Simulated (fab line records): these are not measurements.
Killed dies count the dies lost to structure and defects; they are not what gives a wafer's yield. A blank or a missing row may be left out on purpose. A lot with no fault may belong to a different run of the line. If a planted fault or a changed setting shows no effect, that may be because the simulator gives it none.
Problem report in the 8D (eight disciplines) form, filled by code | flow sfq-line | the parts of the form that need people (team, actions taken, sign-off) are left out

== 1. THE ISSUE ==
Wafers without a fault read 70.2 s, standard deviation 0.37; run-length-s at SFQ_TRILAYER_M0_BARC_OPEN_METAL_ETCH_031 reads a mean of 66.6 s on 2 wafers belonging to 2 lots. That is -9.7 standard deviations from the usual mean.
The step: etches BARC in O2, target depth 125 nm, time 41.7 s.
First seen on wafer L162.2, day 17 15:22, on rie-metal-01. At this step, 18 wafers from 6 lots have a number in the record. The rule behind "out" and "out of limits": a value lying over 4 standard deviations away from the usual mean. The rest of the wafers with a number are treated as sound.

== 2. WHAT IT IS, WHAT IT ISN'T ==
question                    | is                           | is not
which readings at this step | run-length-s, oes-product-au | drypump-motor-current-A, he-backside-leak-sccm
which lots                  | L162, L164                   | L149, L155, L163, L165
which wafers of those lots  | L162.2, L164.4               | L162.1, L162.6, L164.2, L164.5
read on which tools         | rie-metal-01                 | rie-metal-03
when                        | from day 17 15:22            | up to then (8 sound wafers); but 8 sound wafers of L163, L164, L165 came after

== 3. SUSPECTS, AND WHAT RULES EACH OUT ==
Counting: if a tool at a process step up to the reading ran every lot that is out, it stays a suspect. Sound lots after the first of them don't rule it out here, since some wafers of a struck lot are sound.
- pvd-sputter-06 at SFQ_TRILAYER_M0_DEP_SPUTTER_019 (material Nb, target thk 200 nm, time 133.3 s): kept. It processed each lot that is out (first: L162, day 12 05:17); up to then, its last sound lot is L149 (day 7 18:42).
- rie-metal-01 at SFQ_TRILAYER_M0_BARC_OPEN_METAL_ETCH_031 (etches BARC in O2, target depth 125 nm, time 41.7 s): kept. It processed each lot that is out (first: L162, day 17 15:22); up to then, its last sound lot is L155 (day 15 07:55). Out on those wafers are its own readings of oes-product-au, run-length-s.
- At SFQ_TRILAYER_M0_BARC_OPEN_METAL_ETCH_031 on rie-metal-01, chamber 1 took the sound wafers of the same lots and chamber 0 took the wafers that are out.
Remaining after the count are pvd-sputter-06 at SFQ_TRILAYER_M0_DEP_SPUTTER_019 and rie-metal-01 at SFQ_TRILAYER_M0_BARC_OPEN_METAL_ETCH_031.

== 4. THE CAUSE (what the simulator had put in) ==
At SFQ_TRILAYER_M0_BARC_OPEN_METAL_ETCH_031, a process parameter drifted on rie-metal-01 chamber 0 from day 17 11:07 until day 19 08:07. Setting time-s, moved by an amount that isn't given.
After counting, 2 suspects remain, this tool included.

== 5. SEQUENCE OF EFFECTS, ordered by route ==
Each row: a reading where the mean over the struck wafers with a number is more than 3 standard deviations away from the usual. Scope: only readings with a usual standard deviation given in the record; hours: median across lots of the time from each lot's start at the first step in this table that gives one to its start at this step; sigmas: change in usual standard deviations.
hours | step                                     | reading        | usual      | on struck wafers | change | sigmas
0     | SFQ_TRILAYER_M0_BARC_OPEN_METAL_ETCH_031 | oes-product-au | 0.684 a.u. | 0.723            | +0.039 | +7.8
0     | SFQ_TRILAYER_M0_BARC_OPEN_METAL_ETCH_031 | run-length-s   | 70.2 s     | 66.6             | -3.6   | -9.7
The process steps in it:
- SFQ_TRILAYER_M0_BARC_OPEN_METAL_ETCH_031: etches BARC in O2, target depth 125 nm, time 41.7 s.

== 6. WHAT WOULD HAVE CAUGHT IT SOONER ==
In this record no reading fell out of limits until day 17 15:22, 4 hours after the fault had begun at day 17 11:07.
